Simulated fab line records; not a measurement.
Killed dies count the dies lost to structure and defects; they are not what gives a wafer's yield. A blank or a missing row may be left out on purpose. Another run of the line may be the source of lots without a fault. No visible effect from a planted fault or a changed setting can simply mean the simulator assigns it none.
fab line records -- flow sky130
[record] lots = 5, wafers = 15, last-day = 50
route steps=708 shown LDD_LDN@294 SPACER@304 POLY_CUT@307 SD_P@320 RES_XHIGH@332 PAD_OPEN@708
lots that met no fault: taken from a fault-free run of the same line
start-h: the number of hours between the record's first day and the start of the first shown wafer of the lot -- wait-h: how many hours have passed since the lot's step before this one -- " same as the row above -- L1.1+2: a single row standing in for several wafers -- - no value, or no start was given -- * or withheld: withheld -- < > ~ a bound
route shown NAME@n: names a module that has steps shown in the file, with the first one's number in the route -- usual: the fault-free wafers' mean and standard deviation -- same: alike in all rows -- chamber/n: place in a boat -- sites: per-site readings -- _std_site: how widely they spread, as a standard deviation -- _edge_site: outer sites' mean less inner sites' -- radius-mm: for every site, how far away it sits from the centre of the wafer -- mask NAME#n: copy n -- behind: the most recent tool/chamber to have shaped the wafer -- hold: what put the lot on hold/how long, in hours/how the hold closed -- device: names the non-switching transistor (n, p or np) -- end of line: the same wafers' tests at the end of the route -- a step without rows: its recipe alone -- killed: not the wafer's yield, but the dies lost to structure and defects at the first sort -- map: per-die view of a wafer (x killed, . not killed, _ where there is no die)
set.NAME: setting as actually run; set.NAME@STEP: the setting as run at that earlier step -- model.NAME: the simulator's own value behind a step, which no gauge read
lots seen at some steps along the route; tables by step, rows by wafer
services: from which hour (start-h, from the record's first day; less than 0 if before it) a tool's chamber was out of use, for how many hours, and why
[[steps]]
[step SKY_LDD_LDN_PEB_05]
[recipe] temp-c = withheld, time-s = *, resist = NOVOLAK
[step SKY_LDD_LDN_DEVELOP_06]
[recipe] resist = NOVOLAK, developer = TMAH, develop-time-s = 60, dev-temp-c = 23
[step SKY_LDD_LDN_OVL_MEAS_07]
[usual] LDD_LDN_OVL = -0.5/1.2
lot.wafer,tool,chamber,start-h,wait-h,LDD_LDN_OVL[nm]
L846.2,overlay-01,-,536.22,0.1,-1.3
L846.3,overlay-01,-,536.22,0.1,-3.2
L846.4,overlay-01,-,536.22,0.1,-0.9
L850.2,overlay-01,-,567.19,0.1,0.8
L850.3,overlay-01,-,567.19,0.1,-0.3
L850.4,overlay-01,-,567.19,0.1,0.3
L853.1,overlay-02,-,596.98,0.1,1.4
L853.4,overlay-02,-,596.98,0.1,0.6
L853.6,overlay-02,-,596.98,0.1,0.7
L854.1,overlay-02,-,609.26,0.1,1.1
L854.3,overlay-02,-,609.26,0.1,0.0
L854.6,overlay-02,-,609.26,0.1,0.7
L865.3,overlay-01,-,703.18,0.1,0.2
L865.5,overlay-01,-,703.18,0.1,-1.2
L865.6,overlay-01,-,703.18,0.1,-1.2
[step SKY_LDD_LDN_IMPLANT_08]
[recipe] species = As, energy-kev = 15, dose-cm2 = 1.25e+13, tilt-deg = withheld, rotation-deg = 23
[step SKY_LDD_LDN_IMPLANT_09]
[recipe] species = As, energy-kev = 15, dose-cm2 = 1.25e+13, tilt-deg = withheld, rotation-deg = 113
[step SKY_LDD_LDN_IMPLANT_10]
[recipe] species = As, energy-kev = 15, dose-cm2 = 1.25e+13, tilt-deg = withheld, rotation-deg = 203
[step SKY_LDD_LDN_IMPLANT_11]
[recipe] species = As, energy-kev = 15, dose-cm2 = 1.25e+13, tilt-deg = withheld, rotation-deg = 293
[step SKY_LDD_LDN_STRIP_12]
[recipe] chemistry = O2/N2, power-w = 1400, pressure-mtorr = 1500, platen-temp-c = withheld, o2-flow-sccm = 3000, n2-flow-sccm = 300, overash-fraction = 0.5
[usual] drypump-motor-current-A = 6.0/0.44, oes-product-au = 0.715/0.005, strip-time-to-endpoint-s = 14.19/0.038
lot.wafer,tool,chamber,start-h,wait-h,drypump-motor-current-A,oes-product-au,rf-hours-counter-h,strip-time-to-endpoint-s
L846.2,plasma-asher-04,0,536.85,0.1,5.2,0.713,11,14.12
L846.3,plasma-asher-04,0,536.85,0.1,5.3,0.712,-,14.14
L846.4,plasma-asher-04,1,536.85,0.1,6.0,0.721,-,14.19
L850.2,plasma-asher-04,0,567.82,0.1,5.2,0.719,14,14.23
L850.3,plasma-asher-04,0,567.82,0.1,5.2,0.712,-,14.24
L850.4,plasma-asher-04,1,567.82,0.1,6.0,0.713,-,14.21
L853.1,plasma-asher-01,1,597.62,0.1,6.5,0.715,49,14.21
L853.4,plasma-asher-01,0,597.62,0.1,6.3,0.722,-,14.20
L853.6,plasma-asher-01,0,597.62,0.1,6.3,0.715,-,14.16
L854.1,plasma-asher-01,1,609.90,0.1,6.5,0.713,50,14.18
L854.3,plasma-asher-01,0,609.90,0.1,6.3,0.722,-,14.19
L854.6,plasma-asher-01,1,609.90,0.1,6.5,0.716,-,14.21
L865.3,plasma-asher-01,1,703.83,0.1,6.5,0.703,-,14.18
L865.5,plasma-asher-01,1,703.83,0.1,6.5,0.725,-,14.19
L865.6,plasma-asher-01,0,703.83,0.1,6.3,0.719,-,14.18
[step SKY_LDD_LDN_TW_MEAS_13]
[usual] LDD_LDN_TW = 1480/16
lot.wafer,tool,chamber,start-h,wait-h,LDD_LDN_TW
L846.2,film-metro-01,-,536.96,0.1,1507
L846.3,film-metro-01,-,536.96,0.1,1509
L846.4,film-metro-01,-,536.96,0.1,1496
L850.2,film-metro-03,-,567.93,0.1,1467
L850.3,film-metro-03,-,567.93,0.1,1473
L850.4,film-metro-03,-,567.93,0.1,1476
L853.1,film-metro-03,-,597.72,0.1,1462
L853.4,film-metro-03,-,597.72,0.1,1470
L853.6,film-metro-03,-,597.72,0.1,1468
L854.1,film-metro-01,-,610.00,0.1,1495
L854.3,film-metro-01,-,610.00,0.1,1494
L854.6,film-metro-01,-,610.00,0.1,1509
L865.3,film-metro-01,-,703.92,0.1,1493
L865.5,film-metro-01,-,703.92,0.1,1498
L865.6,film-metro-01,-,703.92,0.1,1499
[step SKY_LDD_LDN_CLEAN_14]
[recipe] chemistry = SC1/SC2, mix = 1:4:20, temp-c = 70, time-s = 150, dry = n2-spin
[step SKY_SPACER_CVD_00]
[recipe] material = Si3N4, precursor = DCS/NH3, target-thk-nm = 43.1, temp-c = 770, time-s = 740, pressure-mtorr = 250
[step SKY_SPACER_THK_MEAS_01]
[recipe] reads = Si3N4_of_SPACER_CVD_00
[usual] SPACER_CVD_00_THK = 43.4/0.38
lot.wafer,tool,chamber,start-h,wait-h,SPACER_CVD_00_THK[nm]
L846.2,film-metro-03,-,538.28,0.0,43.5
L846.3,film-metro-03,-,538.28,0.0,43.5
L846.4,film-metro-03,-,538.28,0.0,43.3
L850.2,film-metro-04,-,569.25,0.0,43.4
L850.3,film-metro-04,-,569.25,0.0,43.3
L850.4,film-metro-04,-,569.25,0.0,43.3
L853.1,film-metro-02,-,599.90,0.0,42.7
L853.4,film-metro-02,-,599.90,0.0,42.7
L853.6,film-metro-02,-,599.90,0.0,42.7
L854.1,film-metro-04,-,611.32,0.0,42.9
L854.3,film-metro-04,-,611.32,0.0,43.0
L854.6,film-metro-04,-,611.32,0.0,42.8
L865.3,film-metro-03,-,705.73,0.0,43.8
L865.5,film-metro-03,-,705.73,0.0,43.6
L865.6,film-metro-03,-,705.73,0.0,43.3
[step SKY_SPACER_ETCHBACK_02]
[recipe] chemistry = CH3F/O2, target = Si3N4, stop-on = SiO2, source-w = 400, bias-w = 80, pressure-mtorr = 25, ch3f-flow-sccm = 40, O2_flow_sccm = 30, time-s = 46.7, target-depth-a = 450
[usual] drypump-motor-current-A = 5.66/0.3, oes-product-au = 0.857/0.0067, throttle-valve-pct = 10.563/0.0084
[same] time-s = 46.7
lot.wafer,tool,chamber,start-h,wait-h,drypump-motor-current-A,oes-product-au,rf-hours-counter-h,throttle-valve-pct
L846.2,rie-diel-02,0,538.33,0.0,6.04,0.862,31,10.569
L846.3,rie-diel-02,2,538.33,0.0,5.18,0.856,46,10.571
L846.4,rie-diel-02,3,538.33,0.0,5.74,0.858,11,10.560
L850.2,rie-diel-03,2,569.30,0.0,5.17,0.854,20,10.565
L850.3,rie-diel-03,3,569.30,0.0,5.88,0.858,3,10.561
L850.4,rie-diel-03,0,569.30,0.0,5.41,0.856,11,10.567
L853.1,rie-diel-02,3,599.96,0.1,5.75,0.848,13,10.569
L853.4,rie-diel-02,2,599.96,0.1,5.21,0.845,47,10.545
L853.6,rie-diel-02,3,599.96,0.1,5.75,0.852,-,10.566
L854.1,rie-diel-02,0,611.38,0.1,5.97,0.864,33,10.561
L854.3,rie-diel-02,1,611.38,0.1,5.67,0.855,9,10.554
L854.6,rie-diel-02,1,611.38,0.1,5.66,0.844,-,10.557
L865.3,rie-diel-03,3,705.77,0.0,5.89,0.870,6,10.565
L865.5,rie-diel-03,3,705.77,0.0,5.90,0.860,-,10.560
L865.6,rie-diel-03,0,705.77,0.0,5.44,0.859,-,10.567
[step SKY_POLY_CUT_DEHYDRATE_00]
[recipe] temp-c = 200, time-s = 60
[step SKY_POLY_CUT_HMDS_01]
[recipe] prime-time-s = 60, prime-temp-c = 120
[step SKY_POLY_CUT_COAT_02]
[recipe] resist = BARC, temp-c = withheld, time-s = withheld, spin-rpm = 3000, resist-thk-nm = 60
[step SKY_POLY_CUT_COAT_03]
[recipe] resist = KrF-thick, spin-rpm = 3000, resist-thk-nm = 450
[step SKY_POLY_CUT_SOFTBAKE_04]
[recipe] temp-c = 100, time-s = 90, resist = KrF-thick
[step SKY_POLY_CUT_EXPOSE_05]
[recipe] mask-id = NPCM, na = 0.8, source-shape = annular, sigma-inner = 0.55, sigma-outer = 0.85, target-cd-nm = 270, dose-mj = 32
[step SKY_POLY_CUT_PEB_06]
[recipe] peb-temp-c = withheld, peb-time-s = withheld, resist = KrF-thick
[step SKY_POLY_CUT_DEVELOP_07]
[recipe] develop-time-s = 60, resist = KrF-thick, dev-temp-c = 21
[step SKY_POLY_CUT_CD_MEAS_08]
[recipe] target-cd-nm = 270
[usual] cd-nm = 270.0/1.6
lot.wafer,tool,chamber,start-h,wait-h,cd-nm
L846.2,cd-sem-02,-,568.65,-,269.1
L846.3,cd-sem-02,-,568.65,-,268.3
L846.4,cd-sem-02,-,568.65,-,267.5
L850.2,cd-sem-01,-,598.90,-,272.4
L850.3,cd-sem-01,-,598.90,-,272.6
L850.4,cd-sem-01,-,598.90,-,270.5
L853.1,cd-sem-02,-,629.08,-,269.3
L853.4,cd-sem-02,-,629.08,-,268.6
L853.6,cd-sem-02,-,629.08,-,269.1
L854.1,cd-sem-01,-,640.48,-,270.8
L854.3,cd-sem-01,-,640.48,-,273.0
L854.6,cd-sem-01,-,640.48,-,270.3
L865.3,cd-sem-01,-,733.93,-,269.4
L865.5,cd-sem-01,-,733.93,-,268.6
L865.6,cd-sem-01,-,733.93,-,269.0
[step SKY_POLY_CUT_OVL_MEAS_09]
[usual] POLY_CUT_OVL = -2/5.5
lot.wafer,tool,chamber,start-h,wait-h,POLY_CUT_OVL[nm]
L846.2,overlay-01,-,568.76,0.1,3
L846.3,overlay-01,-,568.76,0.1,-5
L846.4,overlay-01,-,568.76,0.1,1
L850.2,overlay-01,-,599.01,0.1,-4
L850.3,overlay-01,-,599.01,0.1,-3
L850.4,overlay-01,-,599.01,0.1,-3
L853.1,overlay-02,-,629.20,0.1,9
L853.4,overlay-02,-,629.20,0.1,3
L853.6,overlay-02,-,629.20,0.1,-5
L854.1,overlay-02,-,640.60,0.1,3
L854.3,overlay-02,-,640.60,0.1,-1
L854.6,overlay-02,-,640.60,0.1,-6
L865.3,overlay-01,-,734.02,0.1,5
L865.5,overlay-01,-,734.02,0.1,5
L865.6,overlay-01,-,734.02,0.1,-2
[step SKY_POLY_CUT_ETCH_10]
[recipe] chemistry = N2/H2, target = BARC, ion-energy-ev = 200, source-w = 500, bias-w = 100, pressure-mtorr = 30, n2-flow-sccm = 100, h2-flow-sccm = 200, stop-on = SiO2, time-s = 45.9, target-depth-a = 600
[usual] drypump-motor-current-A = 5.72/0.3, oes-product-au = 0.855/0.0051, throttle-valve-pct = 13.226/0.0099
[same] time-s = 45.9
lot.wafer,tool,chamber,start-h,wait-h,drypump-motor-current-A,oes-product-au,rf-hours-counter-h,throttle-valve-pct
L846.2,rie-diel-04,0,568.79,0.0,5.86,0.845,21,13.240
L846.3,rie-diel-04,3,568.79,0.0,6.00,0.862,10,13.216
L846.4,rie-diel-04,1,568.79,0.0,5.81,0.857,0,13.222
L850.2,rie-diel-04,3,599.04,0.0,6.04,0.857,11,13.218
L850.3,rie-diel-04,1,599.04,0.0,5.82,0.855,1,13.225
L850.4,rie-diel-04,2,599.04,0.0,5.74,0.851,-,13.237
L853.1,rie-diel-01,1,629.24,0.0,6.08,0.853,10,13.233
L853.4,rie-diel-01,0,629.24,0.0,5.37,0.859,2,13.220
L853.6,rie-diel-01,1,629.24,0.0,6.10,0.855,-,13.219
L854.1,rie-diel-04,2,640.64,0.0,5.72,0.848,11,13.216
L854.3,rie-diel-04,0,640.64,0.0,5.88,0.849,23,13.226
L854.6,rie-diel-04,2,640.64,0.0,5.75,0.857,-,13.240
L865.3,rie-diel-03,0,734.04,0.0,5.41,0.856,14,13.226
L865.5,rie-diel-03,3,734.04,0.0,5.89,0.867,-,13.232
L865.6,rie-diel-03,0,734.04,0.0,5.41,0.861,-,13.238
[step SKY_POLY_CUT_ETCH_11]
[recipe] target = Si3N4, chemistry = CF4/CH2F2/Ar, stop-on = poly-Si, source-w = 600, bias-w = 150, pressure-mtorr = 40, cf4-flow-sccm = 40, ch2f2-flow-sccm = 20, Ar_flow_sccm = 150, time-s = 42.5, target-depth-a = 600
[usual] drypump-motor-current-A = 5.71/0.3, oes-product-au = 0.829/0.0061, throttle-valve-pct = 14.994/0.0087
[same] time-s = 42.5
lot.wafer,tool,chamber,start-h,wait-h,drypump-motor-current-A,oes-product-au,rf-hours-counter-h,throttle-valve-pct
L846.2,rie-diel-04,0,568.83,0.0,5.86,0.823,21,14.984
L846.3,rie-diel-04,3,568.83,0.0,6.04,0.830,10,14.993
L846.4,rie-diel-04,1,568.83,0.0,5.82,0.820,0,15.013
L850.2,rie-diel-04,3,599.08,0.0,6.04,0.830,11,14.996
L850.3,rie-diel-04,1,599.08,0.0,5.81,0.837,1,14.988
L850.4,rie-diel-04,2,599.08,0.0,5.74,0.829,-,15.006
L853.1,rie-diel-01,1,629.28,0.0,6.11,0.828,10,14.997
L853.4,rie-diel-01,0,629.28,0.0,5.38,0.822,2,14.992
L853.6,rie-diel-01,1,629.28,0.0,6.10,0.824,-,15.008
L854.1,rie-diel-04,2,640.68,0.0,5.70,0.821,11,14.999
L854.3,rie-diel-04,0,640.68,0.0,5.88,0.820,23,14.993
L854.6,rie-diel-04,2,640.68,0.0,5.72,0.827,-,14.997
L865.3,rie-diel-03,0,734.08,0.0,5.44,0.831,14,14.999
L865.5,rie-diel-03,3,734.08,0.0,5.89,0.833,-,14.999
L865.6,rie-diel-03,0,734.08,0.0,5.44,0.837,-,15.003
[step SKY_POLY_CUT_STRIP_12]
[recipe] chemistry = O2/N2, power-w = 1400, pressure-mtorr = 1500, platen-temp-c = withheld, o2-flow-sccm = 3000, n2-flow-sccm = 300, overash-fraction = 0.5
[usual] drypump-motor-current-A = 5.9/0.33, oes-product-au = 0.452/0.0048, strip-time-to-endpoint-s = 5.354/0.016
lot.wafer,tool,chamber,start-h,wait-h,drypump-motor-current-A,oes-product-au,rf-hours-counter-h,strip-time-to-endpoint-s
L846.2,plasma-asher-02,1,568.87,0.0,6.0,0.458,82,5.372
L846.3,plasma-asher-02,1,568.87,0.0,6.0,0.451,-,5.369
L846.4,plasma-asher-02,0,568.87,0.0,5.6,0.452,-,5.367
L850.2,plasma-asher-02,0,599.12,0.0,5.7,0.455,85,5.353
L850.3,plasma-asher-02,1,599.12,0.0,6.0,0.440,-,5.348
L850.4,plasma-asher-02,0,599.12,0.0,5.6,0.457,-,5.348
L853.1,plasma-asher-03,0,629.32,0.0,5.5,0.454,83,5.369
L853.4,plasma-asher-03,0,629.32,0.0,5.5,0.459,-,5.359
L853.6,plasma-asher-03,1,629.32,0.0,5.9,0.445,-,5.366
L854.1,plasma-asher-03,1,640.72,0.0,6.0,0.457,84,5.362
L854.3,plasma-asher-03,0,640.72,0.0,5.5,0.454,-,5.343
L854.6,plasma-asher-03,0,640.72,0.0,5.5,0.449,-,5.341
L865.3,plasma-asher-01,0,734.16,0.1,6.2,0.448,-,5.337
L865.5,plasma-asher-01,0,734.16,0.1,6.3,0.463,-,5.355
L865.6,plasma-asher-01,1,734.16,0.1,6.5,0.454,-,5.361
[step SKY_SD_P_DEHYDRATE_00]
[recipe] temp-c = 200, time-s = 60
[step SKY_SD_P_HMDS_01]
[recipe] prime-time-s = 60, prime-temp-c = 120
[step SKY_SD_P_COAT_02]
[recipe] resist = NOVOLAK, spin-rpm = 3000, resist-thk-nm = 1140
[step SKY_SD_P_SOFTBAKE_03]
[recipe] temp-c = 90, time-s = 60, resist = NOVOLAK
[step SKY_SD_P_EXPOSE_04]
[recipe] mask-id = PSDM, na = 0.6, source-shape = conventional, sigma-outer = 0.6, polarization = unpolarized, target-cd-nm = 380, dose-mj = 138
[step SKY_SD_P_PEB_05]
[recipe] temp-c = withheld, time-s = *, resist = NOVOLAK
[step SKY_SD_P_DEVELOP_06]
[recipe] resist = NOVOLAK, developer = TMAH, develop-time-s = 60, dev-temp-c = 23
[step SKY_SD_P_CD_MEAS_07]
[recipe] target-cd-nm = 380
[usual] cd-nm = 380.5/2.3
lot.wafer,tool,chamber,start-h,wait-h,cd-nm
L846.2,cd-sem-02,-,598.48,0.1,377.3
L846.3,cd-sem-02,-,598.48,0.1,378.0
L846.4,cd-sem-02,-,598.48,0.1,376.1
L850.2,cd-sem-01,-,628.90,0.1,376.1
L850.3,cd-sem-01,-,628.90,0.1,378.8
L850.4,cd-sem-01,-,628.90,0.1,376.7
L853.1,cd-sem-01,-,658.13,0.1,376.8
L853.4,cd-sem-01,-,658.13,0.1,381.0
L853.6,cd-sem-01,-,658.13,0.1,380.1
L854.1,cd-sem-02,-,668.36,0.1,384.3
L854.3,cd-sem-02,-,668.36,0.1,384.9
L854.6,cd-sem-02,-,668.36,0.1,383.8
L865.3,cd-sem-01,-,762.27,0.1,382.5
L865.5,cd-sem-01,-,762.27,0.1,381.5
L865.6,cd-sem-01,-,762.27,0.1,381.5
[step SKY_SD_P_OVL_MEAS_08]
[usual] SD_P_OVL = 0.2/1.1
lot.wafer,tool,chamber,start-h,wait-h,SD_P_OVL[nm]
L846.2,overlay-01,-,598.59,0.1,-3.0
L846.3,overlay-01,-,598.59,0.1,-0.9
L846.4,overlay-01,-,598.59,0.1,-0.2
L850.2,overlay-01,-,629.01,0.1,1.4
L850.3,overlay-01,-,629.01,0.1,0.7
L850.4,overlay-01,-,629.01,0.1,0.4
L853.1,overlay-01,-,658.25,0.1,-1.0
L853.4,overlay-01,-,658.25,0.1,0.2
L853.6,overlay-01,-,658.25,0.1,0.0
L854.1,overlay-02,-,668.48,0.1,-0.1
L854.3,overlay-02,-,668.48,0.1,-1.0
L854.6,overlay-02,-,668.48,0.1,-0.3
L865.3,overlay-01,-,762.37,0.1,0.9
L865.5,overlay-01,-,762.37,0.1,1.1
L865.6,overlay-01,-,762.37,0.1,0.7
[step SKY_SD_P_IMPLANT_09]
[recipe] species = BF2, energy-kev = 20, dose-cm2 = 3e+15, tilt-deg = 0
[step SKY_SD_P_STRIP_10]
[recipe] chemistry = O2/N2, power-w = 1400, pressure-mtorr = 1500, platen-temp-c = withheld, o2-flow-sccm = 3000, n2-flow-sccm = 300, overash-fraction = 0.5
[usual] drypump-motor-current-A = 5.9/0.38, oes-product-au = 0.618/0.0041, strip-time-to-endpoint-s = 17.51/0.042
lot.wafer,tool,chamber,start-h,wait-h,drypump-motor-current-A,oes-product-au,rf-hours-counter-h,strip-time-to-endpoint-s
L846.2,plasma-asher-04,0,598.77,0.1,5.3,0.617,17,17.51
L846.3,plasma-asher-04,1,598.77,0.1,6.0,0.619,-,17.54
L846.4,plasma-asher-04,0,598.77,0.1,5.3,0.625,-,17.54
L850.2,plasma-asher-02,0,629.19,0.1,5.6,0.617,88,17.51
L850.3,plasma-asher-02,1,629.19,0.1,6.0,0.613,-,17.54
L850.4,plasma-asher-02,0,629.19,0.1,5.6,0.619,-,17.50
L853.1,plasma-asher-04,0,658.44,0.1,5.3,0.613,23,17.54
L853.4,plasma-asher-04,0,658.44,0.1,5.3,0.616,-,17.53
L853.6,plasma-asher-04,0,658.44,0.1,5.3,0.616,-,17.51
L854.1,plasma-asher-01,0,668.67,0.1,6.2,0.618,56,17.50
L854.3,plasma-asher-01,0,668.67,0.1,6.2,0.620,-,17.52
L854.6,plasma-asher-01,0,668.67,0.1,6.2,0.621,-,17.51
L865.3,plasma-asher-02,0,762.57,0.1,5.6,0.607,-,17.50
L865.5,plasma-asher-02,0,762.57,0.1,5.6,0.617,-,17.48
L865.6,plasma-asher-02,1,762.57,0.1,6.0,0.623,-,17.45
[step SKY_SD_P_TW_MEAS_11]
[usual] SD_P_TW = 2814/30
lot.wafer,tool,chamber,start-h,wait-h,SD_P_TW
L846.2,film-metro-04,-,598.88,0.1,2825
L846.3,film-metro-04,-,598.88,0.1,2816
L846.4,film-metro-04,-,598.88,0.1,2808
L850.2,film-metro-02,-,629.30,0.1,2790
L850.3,film-metro-02,-,629.30,0.1,2784
L850.4,film-metro-02,-,629.30,0.1,2788
L853.1,film-metro-04,-,658.54,0.1,2789
L853.4,film-metro-04,-,658.54,0.1,2812
L853.6,film-metro-04,-,658.54,0.1,2810
L854.1,film-metro-02,-,668.77,0.1,2769
L854.3,film-metro-02,-,668.77,0.1,2778
L854.6,film-metro-02,-,668.77,0.1,2767
L865.3,film-metro-01,-,762.66,0.1,2832
L865.5,film-metro-01,-,762.66,0.1,2833
L865.6,film-metro-01,-,762.66,0.1,2838
[step SKY_RES_XHIGH_DEHYDRATE_00]
[recipe] temp-c = 200, time-s = 60
[step SKY_RES_XHIGH_HMDS_01]
[recipe] prime-time-s = 60, prime-temp-c = 120
[step SKY_RES_XHIGH_COAT_02]
[recipe] resist = NOVOLAK, spin-rpm = 3000, resist-thk-nm = 1140
[step SKY_RES_XHIGH_SOFTBAKE_03]
[recipe] temp-c = 90, time-s = 60, resist = NOVOLAK
[step SKY_PAD_OPEN_PROBE_99]
[usual] killed_at_M0_to_M3 = 42/6.6, killed_at_M4_up = 3.1/1.9, killed-at-contacts = 25/5.7, killed-at-front-end = 16/5, killed-at-other = 0.2/0.38, killed-dies = 86/9.6, killed-open = 47/7.2, killed-short = 39/6.2
[same] gross-dies = 492, killed-at-back-side = 0
lot.wafer,tool,chamber,start-h,wait-h,killed_at_M0_to_M3,killed_at_M4_up,killed-at-contacts,killed-at-front-end,killed-at-other,killed-dies,killed-open,killed-short
L850.2,prober-01,-,1105.55,0.1,42,2,19,8,0,71,35,36
L850.3,prober-01,-,1105.60,0.2,44,2,19,12,0,77,46,31
L850.4,prober-01,-,1105.65,0.2,45,4,22,8,0,79,41,38
L865.3,prober-02,-,1193.45,0.2,34,3,21,30,0,88,39,35
L865.5,prober-02,-,1193.55,0.2,49,2,23,34,0,108,50,45
// killed by level:class
L850.2 VIA3:geometric-particle:open=8 LI_CONTACT:geometric-particle:open=7 VIA1:geometric-particle:open=7 VIA1:geometric-particle:short=6 VIA2:geometric-particle:open=5 METAL1:geometric-particle:short=5 LI_CONTACT:geometric-particle:short=4 LOCAL_INTERCONNECT:geometric-particle:short=4
L850.3 VIA1:geometric-particle:open=13 VIA2:geometric-particle:open=10 CONTACT:geometric-particle:open=7 FIELD_ISO:geometric-particle:open=6 LOCAL_INTERCONNECT:geometric-particle:short=5 METAL1:geometric-particle:short=5 LI_CONTACT:geometric-particle:open=4 VIA2:geometric-particle:short=4
L850.4 VIA1:geometric-particle:open=11 METAL2:geometric-particle:short=8 CONTACT:geometric-particle:short=7 VIA2:geometric-particle:open=6 CONTACT:geometric-particle:open=5 METAL1:geometric-particle:short=4 LI_CONTACT:geometric-particle:open=4 VIA1:geometric-particle:short=4
L865.3 SPACER:unspecified=14 VIA3:geometric-particle:open=12 CONTACT:geometric-particle:open=11 FIELD_ISO:geometric-particle:open=7 METAL2:geometric-particle:short=4 LOCAL_INTERCONNECT:geometric-particle:short=4 METAL1:geometric-particle:short=4 VIA3:geometric-particle:short=4
L865.5 SPACER:unspecified=13 VIA1:geometric-particle:open=9 LI_CONTACT:geometric-particle:open=7 CONTACT:geometric-particle:open=7 METAL1:geometric-particle:short=7 VIA1:geometric-particle:short=7 FIELD_ISO:geometric-particle:open=5 CONTACT:geometric-particle:short=5
// map L865.5 (x killed, . not)
__________xxxx......_________
________xxxxx.......x._______
______xxxx......x..xx..x_____
_____...x...x...x.....x..____
____......x....xx..x..xx..___
___x.........x...x..x...x..__
__...x....x...xxx....x....x._
_x.xx..x.x............x......
_x......x....x..........x..x.
_.............x...xx.x..x....
_x......x.x.....x......xx.x..
_.....x.xx...x...x.x...x.x...
_......x..x.x...x.........x..
_.........x....x...x..xx.....
_x...x.x...............x...x.
__x....x..x..x....x........._
___.x...x..x...............__
____.x..xx.............x..___
_____......x......x.xx...____
______........xx........_____
________....x.x......._______
__________x.....x..._________
// map L850.4 (x killed, . not)
__________....x...x._________
________.xx.xx..x....._______
______x.............x..._____
_____......x.xxx.........____
____x.....................___
___x........x...x.x.x......__
__x.x...x........xx..x..x..._
_...x......xx............xx.x
_.x..............x...........
_...x.......x........x.xx..x.
_...x........x......xx.......
_..x......x..x......xx..xx...
_...............x.x.........x
_......x.....x.x.......x.....
_.................x....xx....
__.....x.......x..xx.......x_
___...........x......x....x__
____..x..............xx...___
_____........x...xx.....x____
______.......x.......x.._____
________........x....._______
__________.........._________
[[services]]
tool,chamber,start-h,hours,kind
rie-diel-04,-,520.76,4.3,pm
rie-diel-04,-,529.73,0.8,repair
rie-diel-01,0,540.52,2.8,repair
rie-diel-01,1,542.40,7.9,repair
plasma-asher-01,-,547.37,0.4,repair
rie-diel-01,-,580.57,0.3,repair
rie-diel-04,0,596.90,5.9,repair
plasma-asher-02,-,601.55,6.5,repair
rie-diel-03,-,610.31,1.0,repair
rie-diel-04,2,619.76,8.8,repair
rie-diel-03,-,627.54,2.8,pm
rie-diel-03,-,631.62,4.0,pm
rie-diel-01,0,655.32,6.9,repair
rie-diel-03,3,664.36,7.1,repair
plasma-asher-01,-,671.89,0.4,repair
plasma-asher-04,-,679.80,14.6,pm
rie-diel-04,2,681.56,11.1,repair
rie-diel-02,-,684.64,2.8,pm
rie-diel-02,3,688.46,19.5,repair
rie-diel-04,3,692.08,4.6,repair
plasma-asher-01,-,727.87,5.4,repair
rie-diel-03,0,728.35,3.4,repair
plasma-asher-02,-,733.75,9.0,pm
rie-diel-04,1,760.56,15.0,repair
[[key]]
[first-sign] step = SKY_PAD_OPEN_PROBE_99, reading = killed-at-front-end, direction = up, sigmas = 3.3, usual = 16, struck = 32
effect none on later readings
met-at SKY_SPACER_ETCHBACK_02
struck-wafers L865.3,L865.5
tester-left-out L865
onset-between 569.30 705.77
[fault] kind = chamber-particle-source, tool = rie-diel-03, chamber = 3, onset-h = 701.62, steps = SKY_SPACER_ETCHBACK_02, rate-per-visit-cm2 = 0.96393, end-h = 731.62
// tester-left-out: of these lots the tester's yield and bins aren't shown, on N5 and GAA mostly nor the transistor test; their killed dies are dies lost to structure and defects alone, not to doping, threshold or leakage, so they don't give the yield
